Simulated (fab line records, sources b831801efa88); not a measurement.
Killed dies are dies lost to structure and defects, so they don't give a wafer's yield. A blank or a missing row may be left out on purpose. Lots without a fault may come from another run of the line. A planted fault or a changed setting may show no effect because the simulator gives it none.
A struck lot beside a sound one | flow sky130 | 44 steps out of a route of 708
Sound: wafers L460.2, L460.4, L460.5. Struck: wafers L451.2, L451.4, L451.6. The cause comes at the end.
At each step with rows: each side's tool, then ch and its chambers, then its first start. Under that, the readings that differ: sound wafers | struck wafers | difference of the means | sigmas: that difference in standard deviations of wafers without a fault.
alike: readings whose means differ by less than 2 such deviations, and words and numbers that are the same on both sides. not compared: withheld readings, readings that some wafer has no value for, bounds like >300 that may hide the same value, and numbers for which the record gives no deviation and whose values overlap.
The two part at a step that has a row with sigmas, a row that says differs or no value, or rows on one side only. Numbers that don't overlap but have no deviation are shown without sigmas and don't part them. A reading that every wafer of one side lacks parts them only if that side has two wafers or more.

first, 2 steps without rows for these wafers: SKY_DNWELL_DEVELOP_06 (develop time 60 s); SKY_DNWELL_IMPLANT_07.
SKY_DNWELL_STRIP_08: strips in O2/N2.
  sound on plasma_asher-03 ch 0, day 7 15:20; struck on plasma_asher-03 ch 0, day 5 12:28
  alike: drypump_motor_current_A, oes_product_au, strip_time_to_endpoint_s
  not compared: rf_hours_counter_h
SKY_DNWELL_TW_MEAS_09:
  sound on film_metro-02, day 7 15:26; struck on film_metro-02, day 5 12:34
  alike: DNWELL_TW
then, 7 steps without rows for these wafers: SKY_PWDE_DEHYDRATE_00 (time 60 s); SKY_PWDE_HMDS_01 (prime time 60 s); SKY_PWDE_COAT_02 (resist thk 3000 nm); SKY_PWDE_SOFTBAKE_03; SKY_PWDE_EXPOSE_04 (exposes mask PWDEM, target cd 840 nm); SKY_PWDE_PEB_05; SKY_PWDE_DEVELOP_06 (develop time 60 s).
SKY_PWDE_OVL_MEAS_07:
  sound on overlay-01, day 8 10:43; struck on overlay-02, day 6 08:07
  alike: PWDE_OVL
SKY_PWDE_IMPLANT_08:
  sound on implanter-02 ch 0, day 8 10:46; struck on implanter-02 ch 0, day 6 08:10
SKY_PWDE_STRIP_09: strips in O2/N2.
  sound on plasma_asher-01 ch 0,1, day 8 10:54; struck on plasma_asher-02 ch 0,1, day 6 08:17
  alike: drypump_motor_current_A, oes_product_au, strip_time_to_endpoint_s
  not compared: rf_hours_counter_h
SKY_PWDE_TW_MEAS_10:
  sound on film_metro-02, day 8 11:01; struck on film_metro-02, day 6 08:24
  reading | sound       | struck      | difference | sigmas
  PWDE_TW | 381 381 381 | 371 371 372 | -10        | -3
then, 7 steps without rows for these wafers: SKY_NWELL_DEHYDRATE_03 (time 60 s); SKY_NWELL_HMDS_04 (prime time 60 s); SKY_NWELL_COAT_05 (resist thk 3000 nm); SKY_NWELL_SOFTBAKE_06; SKY_NWELL_EXPOSE_07 (exposes mask NWM, target cd 840 nm); SKY_NWELL_PEB_08; SKY_NWELL_DEVELOP_09 (develop time 60 s).
SKY_NWELL_OVL_MEAS_10:
  sound on overlay-02, day 9 10:01; struck on overlay-01, day 7 04:19
  alike: NWELL_00_OVL
then, 3 steps without rows for these wafers: SKY_NWELL_IMPLANT_11; SKY_NWELL_IMPLANT_12; SKY_NWELL_IMPLANT_13.
SKY_NWELL_STRIP_14: strips in O2/N2.
  sound on plasma_asher-02 ch 1, day 9 10:29; struck on plasma_asher-02 ch 0,1, day 7 04:48
  alike: drypump_motor_current_A, oes_product_au, strip_time_to_endpoint_s
  not compared: rf_hours_counter_h
SKY_NWELL_TW_MEAS_15:
  sound on film_metro-03, day 9 10:36; struck on film_metro-01, day 7 04:55
  alike: NWELL_TW
then, 7 steps without rows for these wafers: SKY_NWELL_DEHYDRATE_16 (time 60 s); SKY_NWELL_HMDS_17 (prime time 60 s); SKY_NWELL_COAT_18 (resist thk 3000 nm); SKY_NWELL_SOFTBAKE_19; SKY_NWELL_EXPOSE_20 (exposes mask NWM COMPLEMENT, target cd 840 nm); SKY_NWELL_PEB_21; SKY_NWELL_DEVELOP_22 (develop time 60 s).
SKY_NWELL_OVL_MEAS_23:
  sound on overlay-02, day 10 08:07; struck on overlay-01, day 8 00:31
  alike: NWELL_01_OVL
then, 1 step without rows for these wafers: SKY_NWELL_IMPLANT_24.
SKY_NWELL_STRIP_25: strips in O2/N2.
  sound on plasma_asher-02 ch 0, day 10 08:17; struck on plasma_asher-01 ch 0,1, day 8 00:41
  alike: drypump_motor_current_A, oes_product_au, strip_time_to_endpoint_s
  not compared: rf_hours_counter_h
SKY_NWELL_TW_MEAS_26:
  sound on film_metro-01, day 10 08:24; struck on film_metro-02, day 8 00:48
  alike: NWELL_2_TW
then, 1 step without rows for these wafers: SKY_NWELL_CLEAN_27 (cleans in SC1/SC2, time 150 s).
SKY_NWELL_RTA_28: time 30 s.
  sound on rtp_anneal-02 ch 0, day 10 08:32; struck on rtp_anneal-02 ch 0, day 8 00:55
  alike: lamp_power_pct, wafer_temp_C_max
SKY_NWELL_RS_MEAS_29: measures by four-point-probe.
  sound on film_metro-03, day 10 08:43; struck on film_metro-03, day 8 01:01
  alike: NWELL_RS
SKY_NWELL_RS_MEAS_31: measures by four-point-probe.
  sound on film_metro-03, day 10 08:58; struck on film_metro-03, day 8 01:16
  reading          | sound          | struck         | difference | sigmas
  PWDE_RS (ohm/sq) | 5243 5249 5256 | 5504 5535 5523 | +271       | +12
-- the record jumps here: 41 days lie between the struck wafers' starts before and after (it left off in module NWELL and takes up again in module PAD_OPEN, whose first step shown is number 708 of the route) --
SKY_PAD_OPEN_PROBE_99:
  sound on prober-02, day 50 10:44; struck on prober-01, day 48 18:26
  reading                                   | sound                         | struck                       | difference | sigmas
  model.etest.res_p_drift_20v.line_ohm_um   | 1.152e+04 1.124e+04 1.135e+04 | 1.195e+04 1.22e+04 1.236e+04 | +8.000e+02 |
  model.etest.res_p_drift_20v.rs_ohm_sq     | 9583 9357 9449                | 9965 1.02e+04 1.039e+04      | +722       |
  model.etest.res_pwde_under_gate.rs_ohm_sq | 6202 6211 6266                | 6760 6803 6793               | +559       |
  alike: killed_at_M0_to_M3, killed_at_M4_up, killed_at_contacts, killed_at_front_end, killed_at_other, killed_dies, killed_open, killed_short

WHERE THEY PART
First at SKY_PWDE_TW_MEAS_10; last, within this record, at SKY_NWELL_RS_MEAS_31. Later steps at which nothing parts them and some readings are alike: SKY_PAD_OPEN_PROBE_99.

WHY: what the simulator had put in
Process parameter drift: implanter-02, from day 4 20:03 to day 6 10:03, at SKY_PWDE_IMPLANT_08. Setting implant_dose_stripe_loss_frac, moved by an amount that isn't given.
